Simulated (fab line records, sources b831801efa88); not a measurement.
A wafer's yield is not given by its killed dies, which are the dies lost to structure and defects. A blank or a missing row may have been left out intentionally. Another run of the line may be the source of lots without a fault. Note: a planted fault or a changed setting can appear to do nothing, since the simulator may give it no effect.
fab line records -- flow gf180mcu
[record] lots = 5, wafers = 23
route steps=602 shown STI@4 DNWELL@39 LVPWELL@56 MVSD@68 MVPSD@87 VT_IMPLANT@98
start-h: hours from the record's first day to the start of the lot's first wafer shown -- wait-h: how many hours have passed since the lot's step before this one -- " repeats the value in the row above -- L1.1+2: one row covering several wafers at once -- - either no value or no given start -- * or withheld: withheld -- < > ~ a bound
route shown NAME@n: names a module that has steps shown in the file, with the first one's number in the route -- usual: average and standard deviation across the fault-free wafers -- same: alike in all rows -- chamber/n: place in a boat -- sites: each site's reading -- _std_site: their standard deviation -- _edge_site: outer sites' mean less inner sites' -- radius-mm: how far each site lies from the wafer's centre -- mask NAME#n: copy n -- behind: the last tool/chamber to shape the wafer -- hold: why the lot went on hold/how many hours it stayed there/how the hold came to an end -- device: names the non-switching transistor (n, p or np) -- end of line: the tests these same wafers got at the end of their route -- step lacking rows: just its recipe -- killed: at the first sort, the dies lost to defects and structure; wafer yield is something else -- map: the dies of a wafer, with x for killed, . for not killed, _ for no die there
set.NAME: the setting that was run; set.NAME@STEP: the one run at that earlier step -- model.NAME: the simulator's own value behind a step, which no gauge read
lots whose settings were changed on purpose; a table a step, a row a wafer
[[steps]]
[step GF_STI_CVD_03]
[recipe] material = Si3N4, precursor = DCS/NH3, target-thk-nm = 207.16, temp-c = 770, time-s = 3551, pressure-mtorr = 250
lot.wafer,tool,chamber,start-h,wait-h,set.temp-c,model.Si3N4_of_STI_CVD_03.thk-nm
L077.1,-,-,-,0.3,770,205
L077.2,-,-,-,0.3,770,207.4
L077.4,-,-,-,0.3,770,206
L077.5,-,-,-,0.3,770,203.9
L077.6,-,-,-,0.3,770,205.7
L079.1,-,-,-,0.1,751.3,142.6
L079.2+5,-,-,-,0.1,751.3,140.9
L079.3,-,-,-,0.1,751.3,141.3
L079.4,-,-,-,0.1,751.3,139.2
L080.2,-,-,-,0.0,770,208
L080.3,-,-,-,0.0,770,209.8
L080.4,-,-,-,0.0,770,210.6
L080.5,-,-,-,0.0,770,208.3
L080.6,-,-,-,0.0,770,210.4
L081.1,-,-,-,0.5,780.8,253.8
L081.2,-,-,-,0.5,780.8,252.8
L081.3,-,-,-,0.5,780.8,252.9
L081.4,-,-,-,0.5,780.8,251.9
L081.5,-,-,-,0.5,780.8,253.1
L082.2,lpcvd-02,1,51.57,0.0,770,202.8
L082.5,lpcvd-02,1,51.57,0.0,770,204.6
L082.6,lpcvd-02,1,51.57,0.0,770,204.1
[step GF_STI_THK_MEAS_04]
[recipe] reads = Si3N4_of_STI_CVD_03
[usual] STI_CVD_03_THK = 205.4/2
lot.wafer,tool,chamber,start-h,wait-h,set.temp-c@STI_CVD_03,STI_CVD_03_THK[nm]
L077.1,film-metro-03,-,-,-,770,205.1
L077.2,film-metro-03,-,-,-,770,207.5
L077.4,film-metro-03,-,-,-,770,205.9
L077.5,film-metro-03,-,-,-,770,203.8
L077.6,film-metro-03,-,-,-,770,205.6
L079.1,film-metro-03,-,-,-,751.3,142.6
L079.2,film-metro-03,-,-,-,751.3,140.9
L079.3,film-metro-03,-,-,-,751.3,141.3
L079.4,film-metro-03,-,-,-,751.3,139.3
L079.5,film-metro-03,-,-,-,751.3,140.9
L080.2,film-metro-04,-,-,-,770,208.0
L080.3,film-metro-04,-,-,-,770,209.7
L080.4,film-metro-04,-,-,-,770,210.6
L080.5,film-metro-04,-,-,-,770,208.1
L080.6,film-metro-04,-,-,-,770,210.4
L081.1,film-metro-03,-,-,-,780.8,253.9
L081.2,film-metro-03,-,-,-,780.8,252.7
L081.3,film-metro-03,-,-,-,780.8,253.0
L081.4,film-metro-03,-,-,-,780.8,251.6
L081.5,film-metro-03,-,-,-,780.8,253.1
L082.2,film-metro-04,-,53.57,0.0,770,202.9
L082.5,film-metro-04,-,53.57,0.0,770,204.5
L082.6,film-metro-04,-,53.57,0.0,770,204.1
[step GF_STI_ETCH_13]
[recipe] chemistry = CHF3/O2, stop-on = Si, over-etch-frac = 0.3, target-depth-a = 2823.1, source-w = 600, bias-w = 200, pressure-mtorr = 40, chf3-flow-sccm = 50, O2_flow_sccm = 5, time-s = 112.9
[usual] oes-product-au = 0.829/0.0058
lot.wafer,tool,chamber,start-h,wait-h,set.source-w,set.temp-c@STI_CVD_03,oes-product-au
L077.1,rie-diel-02,0,40.56,0.1,560.6,770,0.827
L077.2,rie-diel-02,2,40.56,0.1,600,770,0.836
L077.4,rie-diel-02,3,40.56,0.1,600,770,0.826
L077.5,rie-diel-02,3,40.56,0.1,560.6,770,0.829
L077.6,rie-diel-02,2,40.56,0.1,600,770,0.836
L079.1,rie-diel-02,3,52.21,0.1,600,751.3,0.691
L079.2,rie-diel-02,0,52.21,0.1,651.8,751.3,0.683
L079.3,rie-diel-02,1,52.21,0.1,651.8,751.3,0.692
L079.4,rie-diel-02,2,52.21,0.1,600,751.3,0.682
L079.5,rie-diel-02,2,52.21,0.1,600,751.3,0.684
L080.2,rie-diel-02,0,56.04,0.1,600,770,0.831
L080.3,rie-diel-02,1,56.04,0.1,634.3,770,0.840
L080.4,rie-diel-02,2,56.04,0.1,600,770,0.839
L080.5,rie-diel-02,1,56.04,0.1,634.3,770,0.834
L080.6,rie-diel-02,2,56.04,0.1,600,770,0.838
L081.1,rie-diel-03,3,62.94,0.1,541.9,780.8,0.938
L081.2,rie-diel-03,1,62.94,0.1,541.9,780.8,0.930
L081.3,rie-diel-03,2,62.94,0.1,600,780.8,0.937
L081.4,rie-diel-03,2,62.94,0.1,600,780.8,0.932
L081.5,rie-diel-03,1,62.94,0.1,541.9,780.8,0.937
L082.2,rie-diel-01,0,67.06,0.1,600,770,0.821
L082.5,rie-diel-01,2,67.06,0.1,600,770,0.821
L082.6,rie-diel-01,3,67.06,0.1,600,770,0.834
[step GF_STI_WET_ETCH_26]
[recipe] chemistry = dHF, target-depth-nm = 94, target = SiO2, temp-c = 25, dilution = 10:1, time-s = 188
lot.wafer,tool,chamber,start-h,wait-h,set.time-s,model.SiO2_of_STI_CVD_23.thk-nm
L077.1,-,-,-,0.2,211.8,418.9
L077.2,-,-,-,0.2,211.8,418.5
L077.4,-,-,-,0.2,211.8,419.6
L077.5,-,-,-,0.2,211.8,419.1
L077.6,-,-,-,0.2,211.8,420.3
L079.1,-,-,-,0.2,167.1,441.4
L079.2,-,-,-,0.2,167.1,444.7
L079.3,-,-,-,0.2,167.1,441.6
L079.4,-,-,-,0.2,167.1,442.1
L079.5,-,-,-,0.2,167.1,443.2
L080.2,-,-,-,0.2,173.7,438.9
L080.3,-,-,-,0.2,173.7,436.5
L080.4,-,-,-,0.2,173.7,435.7
L080.5,-,-,-,0.2,173.7,437.9
L080.6,-,-,-,0.2,173.7,438.3
L081.1,-,-,-,0.2,173.6,438.6
L081.2,-,-,-,0.2,173.6,436.7
L081.3,-,-,-,0.2,173.6,438.5
L081.4,-,-,-,0.2,173.6,441.4
L081.5,-,-,-,0.2,173.6,439.7
L082.2+6,wet-bench-03,3,69.29,0.1,188,430.8
L082.5,wet-bench-03,3,69.29,0.1,188,430.9
[step GF_STI_WET_ETCH_27]
[recipe] chemistry = H3PO4, target-depth-nm = 160, target = Si3N4, temp-c = 160, time-s = 1825
[step GF_STI_WET_ETCH_28]
[recipe] chemistry = dHF, target-depth-nm = 20, dry = ipa-marangoni, target = SiO2, temp-c = 25, dilution = 10:1, time-s = 40
lot.wafer,tool,chamber,start-h,wait-h,set.time-s@STI_WET_ETCH_26,model.SiO2_of_STI_CVD_23.thk-nm
L077.1,wet-bench-04,3,44.08,0.0,211.8,391
L077.2,wet-bench-04,3,44.08,0.0,211.8,390.8
L077.4,wet-bench-04,3,44.08,0.0,211.8,391.7
L077.5,wet-bench-04,3,44.08,0.0,211.8,391.2
L077.6,wet-bench-04,3,44.08,0.0,211.8,392.4
L079.1,wet-bench-02,2,55.11,0.0,167.1,413.8
L079.2,wet-bench-02,2,55.11,0.0,167.1,417
L079.3,wet-bench-02,2,55.11,0.0,167.1,413.7
L079.4,wet-bench-02,2,55.11,0.0,167.1,414.4
L079.5,wet-bench-02,2,55.11,0.0,167.1,415.6
L080.2,wet-bench-03,3,60.11,0.0,173.7,411.3
L080.3,wet-bench-03,3,60.11,0.0,173.7,408.9
L080.4,wet-bench-03,3,60.11,0.0,173.7,408.3
L080.5,wet-bench-03,3,60.11,0.0,173.7,410.4
L080.6,wet-bench-03,3,60.11,0.0,173.7,410.9
L081.1,wet-bench-03,0,65.79,0.0,173.6,411.1
L081.2,wet-bench-03,0,65.79,0.0,173.6,409.3
L081.3,wet-bench-03,0,65.79,0.0,173.6,411
L081.4,wet-bench-03,0,65.79,0.0,173.6,413.8
L081.5,wet-bench-03,0,65.79,0.0,173.6,412.3
L082.2,wet-bench-02,1,69.87,0.0,188,403.1
L082.5+6,wet-bench-02,1,69.87,0.0,188,403.2
[step GF_STI_OXIDATION_29]
[recipe] temp-c = 900, ambient = O2, stabilise-s = 600, purge-s = 300, target-thk-a = 100, ox-time-s = 1418
lot.wafer,tool,chamber,start-h,wait-h,set.ox-time-s,model.SiO2_of_STI_OXIDATION_29.thk-nm
L077.1,-,-,-,0.0,1568,10.65
L077.2,-,-,-,0.0,1568,10.74
L077.4,-,-,-,0.0,1568,10.73
L077.5,-,-,-,0.0,1568,10.89
L077.6,-,-,-,0.0,1568,10.85
L079.1,-,-,-,1.4,1576,10.69
L079.2,-,-,-,1.4,1576,10.66
L079.3,-,-,-,1.4,1576,10.59
L079.4,-,-,-,1.4,1576,10.51
L079.5,-,-,-,1.4,1576,10.71
L080.2,-,-,-,0.0,1294,9.233
L080.3,-,-,-,0.0,1294,9.237
L080.4,-,-,-,0.0,1294,9.268
L080.5,-,-,-,0.0,1294,9.486
L080.6,-,-,-,0.0,1294,9.359
L081.1,-,-,-,0.0,1258,9.119
L081.2,-,-,-,0.0,1258,9.176
L081.3,-,-,-,0.0,1258,9.397
L081.4,-,-,-,0.0,1258,9.156
L081.5,-,-,-,0.0,1258,9.299
L082.2,furnace-02,0,69.89,0.0,1418,9.85
L082.5,furnace-02,0,69.89,0.0,1418,9.896
L082.6,furnace-02,0,69.89,0.0,1418,9.856
[step GF_STI_THK_MEAS_30]
[recipe] reads = SiO2_of_STI_OXIDATION_29
[usual] STI_OXIDATION_02_THK = 9.96/0.16
lot.wafer,tool,chamber,start-h,wait-h,set.ox-time-s@STI_OXIDATION_29,STI_OXIDATION_02_THK[nm]
L077.1,film-metro-03,-,-,-,1568,10.65
L077.2,film-metro-03,-,-,-,1568,10.76
L077.4,film-metro-03,-,-,-,1568,10.75
L077.5,film-metro-03,-,-,-,1568,10.81
L077.6,film-metro-03,-,-,-,1568,10.91
L079.1,film-metro-04,-,-,-,1576,10.69
L079.2,film-metro-04,-,-,-,1576,10.66
L079.3,film-metro-04,-,-,-,1576,10.58
L079.4,film-metro-04,-,-,-,1576,10.48
L079.5,film-metro-04,-,-,-,1576,10.74
L080.2,film-metro-03,-,-,-,1294,9.21
L080.3,film-metro-03,-,-,-,1294,9.24
L080.4,film-metro-03,-,-,-,1294,9.31
L080.5,film-metro-03,-,-,-,1294,9.46
L080.6,film-metro-03,-,-,-,1294,9.36
L081.1,film-metro-01,-,-,-,1258,9.13
L081.2,film-metro-01,-,-,-,1258,9.14
L081.3,film-metro-01,-,-,-,1258,9.40
L081.4,film-metro-01,-,-,-,1258,9.13
L081.5,film-metro-01,-,-,-,1258,9.34
L082.2,film-metro-01,-,71.29,0.0,1418,9.81
L082.5,film-metro-01,-,71.29,0.0,1418,9.92
L082.6,film-metro-01,-,71.29,0.0,1418,9.89
[step GF_DNWELL_IMPLANT_07]
[recipe] species = P, energy-kev = 1500, dose-cm2 = 1e+13, tilt-deg = 0
lot.wafer,tool,chamber,start-h,wait-h,set.energy-kev,model.implant.rp-nm,model.implant.drp-nm
L077.1+2+6,implanter-04,0,58.31,-,1419,1416,194.3
L077.4+5,implanter-04,0,58.31,-,1500,1476,197.4
L079.1+5,implanter-02,0,70.49,-,1426,1418,194.6
L079.2+3+4,implanter-02,0,70.49,-,1500,1473,197.4
L080.2+6,implanter-04,0,74.79,-,1587,1579,200.6
L080.3+4+5,implanter-04,0,74.79,-,1500,1514,197.4
L081.1+2+4,implanter-03,0,80.46,-,1500,1466,197.4
L081.3+5,implanter-03,0,80.46,-,1439,1421,195.1
L082.2+5+6,implanter-02,0,84.81,-,1500,1462,197.4
[step GF_LVPWELL_COAT_02]
[recipe] spin-rpm = 2000, resist-thk-nm = 3000
lot.wafer,tool,chamber,start-h,wait-h,set.spin-rpm,model.coat_of_LVPWELL_COAT_02.thk-nm
L077.1,litho-track-03,0,78.69,0.1,2000,3000
L077.2,litho-track-03,0,78.69,0.1,2000,3002
L077.4,litho-track-03,0,78.69,0.1,2000,3009
L077.5,litho-track-03,0,78.69,0.1,2000,3004
L077.6,litho-track-03,0,78.69,0.1,2000,3008
L079.1,litho-track-02,0,91.07,0.1,1910,3075
L079.2,litho-track-02,0,91.07,0.1,2000,3006
L079.3,litho-track-02,0,91.07,0.1,1910,3069
L079.4,litho-track-02,0,91.07,0.1,1910,3067
L079.5,litho-track-02,0,91.07,0.1,2000,3004
L080.2,litho-track-03,0,96.01,0.1,1958,3050
L080.3+4,litho-track-03,0,96.01,0.1,2000,3012
L080.5,litho-track-03,0,96.01,0.1,1958,3041
L080.6,litho-track-03,0,96.01,0.1,1958,3038
L081.1,litho-track-03,0,101.39,0.1,2000,3003
L081.2,litho-track-03,0,101.39,0.1,2000,2993
L081.3,litho-track-03,0,101.39,0.1,2000,2992
L081.4,litho-track-03,0,101.39,0.1,2000,2990
L081.5,litho-track-03,0,101.39,0.1,2000,2988
L082.2,litho-track-03,0,103.81,0.1,2000,2998
L082.5,litho-track-03,0,103.81,0.1,2000,2997
L082.6,litho-track-03,0,103.81,0.1,2000,3011
[step GF_LVPWELL_SOFTBAKE_03]
[recipe] temp-c = 110, time-s = withheld
[step GF_LVPWELL_EXPOSE_04]
[recipe] mask-id = LVPWELL, target-cd-nm = 600, na = 0.6, source-shape = conventional, sigma-outer = 0.6, dose-mj = 260
[step GF_LVPWELL_IMPLANT_08]
[recipe] species = B, energy-kev = 170, dose-cm2 = 1.5e+13, tilt-deg = 0
[step GF_LVPWELL_IMPLANT_09]
[recipe] species = B, energy-kev = 60, dose-cm2 = 5e+12, tilt-deg = 0
[step GF_LVPWELL_STRIP_10]
[recipe] chemistry = O2/N2, power-w = 1400, pressure-mtorr = 1500, platen-temp-c = 250, o2-flow-sccm = 3000, n2-flow-sccm = 300, overash-fraction = 0.5
[usual] strip-time-to-endpoint-s = 36.96/0.092
lot.wafer,tool,chamber,start-h,wait-h,set.spin-rpm@LVPWELL_COAT_02,strip-time-to-endpoint-s
L077.1,plasma-asher-03,0,86.07,0.1,2000,36.96
L077.2,plasma-asher-03,1,86.07,0.1,2000,36.97
L077.4,plasma-asher-03,0,86.07,0.1,2000,37.06
L077.5,plasma-asher-03,0,86.07,0.1,2000,36.99
L077.6,plasma-asher-03,1,86.07,0.1,2000,37.05
L079.1,plasma-asher-02,1,98.15,0.1,1910,37.81
L079.2,plasma-asher-02,0,98.15,0.1,2000,37.04
L079.3,plasma-asher-02,0,98.15,0.1,1910,37.73
L079.4,plasma-asher-02,1,98.15,0.1,1910,37.70
L079.5,plasma-asher-02,1,98.15,0.1,2000,37.01
L080.2,plasma-asher-03,1,103.17,0.1,1958,37.56
L080.3,plasma-asher-03,1,103.17,0.1,2000,37.09
L080.4,plasma-asher-03,0,103.17,0.1,2000,37.09
L080.5,plasma-asher-03,0,103.17,0.1,1958,37.44
L080.6,plasma-asher-03,1,103.17,0.1,1958,37.39
L081.1,plasma-asher-02,1,107.92,0.1,2000,36.97
L081.2,plasma-asher-02,0,107.92,0.1,2000,36.87
L081.3,plasma-asher-02,0,107.92,0.1,2000,36.86
L081.4,plasma-asher-02,1,107.92,0.1,2000,36.83
L081.5,plasma-asher-02,1,107.92,0.1,2000,36.81
L082.2,plasma-asher-04,0,111.17,0.1,2000,36.91
L082.5,plasma-asher-04,1,111.17,0.1,2000,36.92
L082.6,plasma-asher-04,0,111.17,0.1,2000,37.09
[step GF_MVSD_COAT_02]
[recipe] spin-rpm = 2000, resist-thk-nm = 3000
lot.wafer,tool,chamber,start-h,wait-h,set.spin-rpm,model.coat_of_MVSD_COAT_02.thk-nm
L077.1,litho-track-01,0,92.64,0.1,2000,3008
L077.2,litho-track-01,0,92.64,0.1,2000,3012
L077.4,litho-track-01,0,92.64,0.1,2000,3011
L077.5,litho-track-01,0,92.64,0.1,2000,3004
L077.6,litho-track-01,0,92.64,0.1,2000,3010
L079.1,litho-track-01,0,104.74,0.1,2000,3000
L079.2,litho-track-01,0,104.74,0.1,1925,3060
L079.3,litho-track-01,0,104.74,0.1,2000,3001
L079.4,litho-track-01,0,104.74,0.1,1925,3053
L079.5,litho-track-01,0,104.74,0.1,2000,2999
L080.2,litho-track-03,0,109.56,0.1,2000,2989
L080.3,litho-track-03,0,109.56,0.1,2000,2987
L080.4,litho-track-03,0,109.56,0.1,2049,2962
L080.5,litho-track-03,0,109.56,0.1,2049,2952
L080.6,litho-track-03,0,109.56,0.1,2000,3002
L081.1,litho-track-03,0,114.84,0.1,2000,3007
L081.2,litho-track-03,0,114.84,0.1,2000,3010
L081.3,litho-track-03,0,114.84,0.1,2000,3014
L081.4,litho-track-03,0,114.84,0.1,2000,3000
L081.5,litho-track-03,0,114.84,0.1,2000,2999
L082.2,litho-track-03,0,118.36,0.1,2000,2990
L082.5,litho-track-03,0,118.36,0.1,2000,2998
L082.6,litho-track-03,0,118.36,0.1,2000,2992
[step GF_MVSD_SOFTBAKE_03]
[recipe] temp-c = 110, time-s = withheld
lot.wafer,tool,chamber,start-h,wait-h,set.temp-c
L077.1+6,litho-track-01,0,92.79,0.1,113.7
L077.2+4+5,litho-track-01,0,92.79,0.1,110
L079.1+2+5,litho-track-01,0,104.89,0.1,111.7
L079.3+4,litho-track-01,0,104.89,0.1,110
L080.2+3+4+5+6,litho-track-03,0,109.72,0.1,110
L081.1+2+3,litho-track-03,0,114.99,0.1,107.2
L081.4+5,litho-track-03,0,114.99,0.1,110
L082.2+5+6,litho-track-03,0,118.52,0.1,110
[step GF_MVSD_EXPOSE_04]
[recipe] mask-id = MVSD, target-cd-nm = 1000, na = 0.6, source-shape = conventional, sigma-outer = 0.6, dose-mj = 255.5
[step GF_MVSD_PEB_05]
[recipe] temp-c = 115, time-s = withheld
[step GF_MVSD_IMPLANT_08]
[recipe] species = P, energy-kev = 400, dose-cm2 = 1.6e+13, tilt-deg = 0
[step GF_MVSD_IMPLANT_09]
[recipe] species = P, energy-kev = 100, dose-cm2 = 5e+12, tilt-deg = 0
[step GF_MVSD_STRIP_10]
[recipe] chemistry = O2/N2, power-w = 1400, pressure-mtorr = 1500, platen-temp-c = 250, o2-flow-sccm = 3000, n2-flow-sccm = 300, overash-fraction = 0.5
[usual] strip-time-to-endpoint-s = 36.94/0.11
lot.wafer,tool,chamber,start-h,wait-h,set.spin-rpm@MVSD_COAT_02,set.temp-c@MVSD_SOFTBAKE_03,strip-time-to-endpoint-s
L077.1,plasma-asher-03,1,99.62,0.1,2000,113.7,36.69
L077.2,plasma-asher-03,0,99.62,0.1,2000,110,37.10
L077.4,plasma-asher-03,0,99.62,0.1,2000,110,37.10
L077.5,plasma-asher-03,0,99.62,0.1,2000,110,37.01
L077.6,plasma-asher-03,1,99.62,0.1,2000,113.7,36.73
L079.1,plasma-asher-04,0,112.17,0.1,2000,111.7,36.78
L079.2,plasma-asher-04,1,112.17,0.1,1925,111.7,37.49
L079.3,plasma-asher-04,1,112.17,0.1,2000,110,36.95
L079.4,plasma-asher-04,0,112.17,0.1,1925,110,37.55
L079.5,plasma-asher-04,1,112.17,0.1,2000,111.7,36.79
L080.2,plasma-asher-03,1,117.80,0.1,2000,110,36.83
L080.3,plasma-asher-03,0,117.80,0.1,2000,110,36.81
L080.4,plasma-asher-03,1,117.80,0.1,2049,110,36.50
L080.5,plasma-asher-03,0,117.80,0.1,2049,110,36.38
L080.6,plasma-asher-03,1,117.80,0.1,2000,110,36.97
L081.1,plasma-asher-01,0,122.72,0.1,2000,107.2,37.31
L081.2,plasma-asher-01,1,122.72,0.1,2000,107.2,37.33
L081.3,plasma-asher-01,1,122.72,0.1,2000,107.2,37.37
L081.4,plasma-asher-01,0,122.72,0.1,2000,110,36.96
L081.5,plasma-asher-01,1,122.72,0.1,2000,110,36.94
L082.2,plasma-asher-03,0,125.87,0.1,2000,110,36.81
L082.5,plasma-asher-03,0,125.87,0.1,2000,110,36.92
L082.6,plasma-asher-03,1,125.87,0.1,2000,110,36.87
[step GF_MVPSD_IMPLANT_09]
[recipe] species = B, energy-kev = 40, dose-cm2 = 5e+12, tilt-deg = 0
lot.wafer,tool,chamber,start-h,wait-h,set.dose-cm2
L077.1+4,implanter-03,0,113.47,0.1,5e+12
L077.2+5+6,implanter-03,0,113.47,0.1,5.306e+12
L079.1+3,implanter-02,0,126.82,0.1,5.351e+12
L079.2+4+5,implanter-02,0,126.82,0.1,5e+12
L080.2+3+4+5+6,implanter-02,0,132.65,0.1,5e+12
L081.1+2+3+4+5,implanter-03,0,137.10,0.1,5e+12
L082.2+5+6,implanter-04,0,141.20,0.1,5e+12
[step GF_VT_IMPLANT_IMPLANT_08]
[recipe] species = BF2, energy-kev = 20, dose-cm2 = 8.29e+12, tilt-deg = 7
lot.wafer,tool,chamber,start-h,wait-h,set.energy-kev,model.implant.rp-nm,model.implant.drp-nm
L077.1+5+6,implanter-03,0,127.55,0.0,21.39,18.23,10.22
L077.2+4,implanter-03,0,127.55,0.0,20,17.3,9.752
L079.1+2,implanter-03,0,142.82,0.0,19.43,16.46,9.556
L079.3+4+5,implanter-03,0,142.82,0.0,20,16.84,9.752
L080.2+3+5,implanter-03,0,148.58,0.0,21.57,18.08,10.28
L080.4+6,implanter-03,0,148.58,0.0,20,17.04,9.752
L081.1+2+3+4+5,implanter-01,0,152.00,0.0,20,17.22,9.752
L082.2+5+6,implanter-01,0,157.67,0.0,20,16.64,9.752
[step GF_VT_IMPLANT_STRIP_09]
[recipe] chemistry = O2/N2, power-w = 1400, pressure-mtorr = 1500, platen-temp-c = 250, o2-flow-sccm = 3000, n2-flow-sccm = 300, overash-fraction = 0.5
[step GF_VT_IMPLANT_TW_MEAS_10]
[usual] VT_IMPLANT_TW = 565/4.3
lot.wafer,tool,chamber,start-h,wait-h,set.energy-kev@VT_IMPLANT_IMPLANT_08,VT_IMPLANT_TW
L077.1,film-metro-04,-,127.80,0.1,21.39,573
L077.2,film-metro-04,-,127.80,0.1,20,571
L077.4,film-metro-04,-,127.80,0.1,20,567
L077.5,film-metro-04,-,127.80,0.1,21.39,581
L077.6,film-metro-04,-,127.80,0.1,21.39,579
L079.1,film-metro-03,-,143.07,0.1,19.43,565
L079.2,film-metro-03,-,143.07,0.1,19.43,568
L079.3,film-metro-03,-,143.07,0.1,20,575
L079.4,film-metro-03,-,143.07,0.1,20,573
L079.5,film-metro-03,-,143.07,0.1,20,572
L080.2,film-metro-03,-,148.81,0.1,21.57,582
L080.3,film-metro-03,-,148.81,0.1,21.57,583
L080.4,film-metro-03,-,148.81,0.1,20,572
L080.5,film-metro-03,-,148.81,0.1,21.57,581
L080.6,film-metro-03,-,148.81,0.1,20,572
L081.1,film-metro-02,-,152.25,0.1,20,561
L081.2,film-metro-02,-,152.25,0.1,20,561
L081.3,film-metro-02,-,152.25,0.1,20,561
L081.4,film-metro-02,-,152.25,0.1,20,563
L081.5,film-metro-02,-,152.25,0.1,20,562
L082.2,film-metro-02,-,157.91,0.1,20,560
L082.5,film-metro-02,-,157.91,0.1,20,561
L082.6,film-metro-02,-,157.91,0.1,20,561
[step GF_VT_IMPLANT_SOFTBAKE_14]
[recipe] temp-c = 90, time-s = 60, resist = NOVOLAK
lot.wafer,tool,chamber,start-h,wait-h,set.temp-c
L077.1+2+4+5+6,litho-track-04,0,135.16,0.1,90
L079.1+3+5,litho-track-04,0,150.21,0.1,86.3
L079.2+4,litho-track-04,0,150.21,0.1,90
L080.2+3+4+5+6,litho-track-02,0,156.34,0.1,90
L081.1+5,litho-track-04,0,160.06,0.1,91.88
L081.2+3+4,litho-track-04,0,160.06,0.1,90
L082.2+5+6,litho-track-02,0,165.54,0.1,90
[step GF_VT_IMPLANT_IMPLANT_19]
[recipe] species = As, energy-kev = 100, dose-cm2 = 4.35e+12, tilt-deg = 7
lot.wafer,tool,chamber,start-h,wait-h,set.tilt-deg
L077.1+2+4+5+6,implanter-01,0,143.05,0.0,7
L079.1+2+3+4+5,implanter-03,0,157.82,0.0,7
L080.2+4+6,implanter-04,0,164.60,0.0,7
L080.3+5,implanter-04,0,164.60,0.0,5.75
L081.1+2+3+4+5,implanter-03,0,168.50,0.0,7
L082.2+5+6,implanter-04,0,173.68,0.0,7
[step GF_VT_IMPLANT_STRIP_20]
[recipe] chemistry = O2/N2, power-w = 1400, pressure-mtorr = 1500, platen-temp-c = 250, o2-flow-sccm = 3000, n2-flow-sccm = 300, overash-fraction = 0.5
[usual] strip-time-to-endpoint-s = 12.636/0.03
lot.wafer,tool,chamber,start-h,wait-h,set.temp-c@VT_IMPLANT_SOFTBAKE_14,strip-time-to-endpoint-s
L077.1,plasma-asher-04,1,143.20,0.1,90,12.647
L077.2,plasma-asher-04,0,143.20,0.1,90,12.619
L077.4,plasma-asher-04,1,143.20,0.1,90,12.640
L077.5,plasma-asher-04,1,143.20,0.1,90,12.621
L077.6,plasma-asher-04,0,143.20,0.1,90,12.635
L079.1,plasma-asher-04,0,157.97,0.1,86.3,12.752
L079.2,plasma-asher-04,1,157.97,0.1,90,12.584
L079.3,plasma-asher-04,0,157.97,0.1,86.3,12.733
L079.4,plasma-asher-04,1,157.97,0.1,90,12.608
L079.5,plasma-asher-04,1,157.97,0.1,86.3,12.745
L080.2,plasma-asher-02,1,164.72,0.1,90,12.686
L080.3,plasma-asher-02,0,164.72,0.1,90,12.652
L080.4,plasma-asher-02,1,164.72,0.1,90,12.667
L080.5,plasma-asher-02,0,164.72,0.1,90,12.671
L080.6,plasma-asher-02,1,164.72,0.1,90,12.666
L081.1,plasma-asher-02,0,168.65,0.1,91.88,12.562
L081.2,plasma-asher-02,1,168.65,0.1,90,12.644
L081.3,plasma-asher-02,0,168.65,0.1,90,12.633
L081.4,plasma-asher-02,1,168.65,0.1,90,12.640
L081.5,plasma-asher-02,1,168.65,0.1,91.88,12.588
L082.2,plasma-asher-04,1,173.80,0.1,90,12.617
L082.5,plasma-asher-04,0,173.80,0.1,90,12.607
L082.6,plasma-asher-04,1,173.80,0.1,90,12.595
[[key]]
[split] step = GF_STI_CVD_03, setting = temp-c, stated = 770, by = lot
[response] step = GF_STI_CVD_03, reading = model.Si3N4_of_STI_CVD_03.thk-nm, change = +28.8, per = 1%, r = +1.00
[response] step = GF_STI_THK_MEAS_04, reading = STI_CVD_03_THK, change = +28.8, per = 1%, r = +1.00
[response] step = GF_STI_ETCH_13, reading = oes-product-au, change = +0.0639, per = 1%, r = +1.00
[split] step = GF_STI_ETCH_13, setting = source-w, stated = 600, by = wafer
response none clear
[split] step = GF_STI_WET_ETCH_26, setting = time-s, stated = 188, by = lot
[response] step = GF_STI_WET_ETCH_26, reading = model.SiO2_of_STI_CVD_23.thk-nm, change = -0.961, per = 1%, r = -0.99
[response] step = GF_STI_WET_ETCH_28, reading = model.SiO2_of_STI_CVD_23.thk-nm, change = -0.973, per = 1%, r = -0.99
[split] step = GF_STI_OXIDATION_29, setting = ox-time-s, stated = 1418, by = lot
[response] step = GF_STI_OXIDATION_29, reading = model.SiO2_of_STI_OXIDATION_29.thk-nm, change = +0.0681, per = 1%, r = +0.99
[response] step = GF_STI_THK_MEAS_30, reading = STI_OXIDATION_02_THK, change = +0.0683, per = 1%, r = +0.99
[split] step = GF_DNWELL_IMPLANT_07, setting = energy-kev, stated = 1500, by = wafer
[response] step = GF_DNWELL_IMPLANT_07, reading = model.implant.rp-nm, change = +11.1, per = 1%, r = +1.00
[response] step = GF_DNWELL_IMPLANT_07, reading = model.implant.drp-nm, change = +0.559, per = 1%, r = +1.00
[split] step = GF_LVPWELL_COAT_02, setting = spin-rpm, stated = 2000, by = wafer
[response] step = GF_LVPWELL_COAT_02, reading = model.coat_of_LVPWELL_COAT_02.thk-nm, change = -14.5, per = 1%, r = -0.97
[response] step = GF_LVPWELL_STRIP_10, reading = strip-time-to-endpoint-s, change = *, per = 1%, r = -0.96
[split] step = GF_MVSD_COAT_02, setting = spin-rpm, stated = 2000, by = wafer
[response] step = GF_MVSD_COAT_02, reading = model.coat_of_MVSD_COAT_02.thk-nm, change = -14.9, per = 1%, r = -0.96
[response] step = GF_MVSD_STRIP_10, reading = strip-time-to-endpoint-s, slope = *, per = 1%, together-with = temp-c@MVSD_SOFTBAKE_03, explained = 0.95
[split] step = GF_MVSD_SOFTBAKE_03, setting = temp-c, stated = 110, by = wafer
[response] step = GF_MVSD_STRIP_10, reading = strip-time-to-endpoint-s, slope = *, per = 1%, together-with = spin-rpm@MVSD_COAT_02, explained = 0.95
[split] step = GF_MVPSD_IMPLANT_09, setting = dose-cm2, stated = 5e+12, by = wafer
response none in this file
[split] step = GF_VT_IMPLANT_IMPLANT_08, setting = energy-kev, stated = 20, by = wafer
[response] step = GF_VT_IMPLANT_IMPLANT_08, reading = model.implant.rp-nm, change = +0.133, per = 1%, r = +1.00
[response] step = GF_VT_IMPLANT_IMPLANT_08, reading = model.implant.drp-nm, change = +0.0678, per = 1%, r = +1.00
[response] step = GF_VT_IMPLANT_TW_MEAS_10, reading = VT_IMPLANT_TW, change = +1.38, per = 1%, r = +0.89
[split] step = GF_VT_IMPLANT_SOFTBAKE_14, setting = temp-c, stated = 90, by = wafer
[response] step = GF_VT_IMPLANT_STRIP_20, reading = strip-time-to-endpoint-s, change = *, per = 1%, r = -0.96
[split] step = GF_VT_IMPLANT_IMPLANT_19, setting = tilt-deg, stated = 7, by = wafer
response none clear
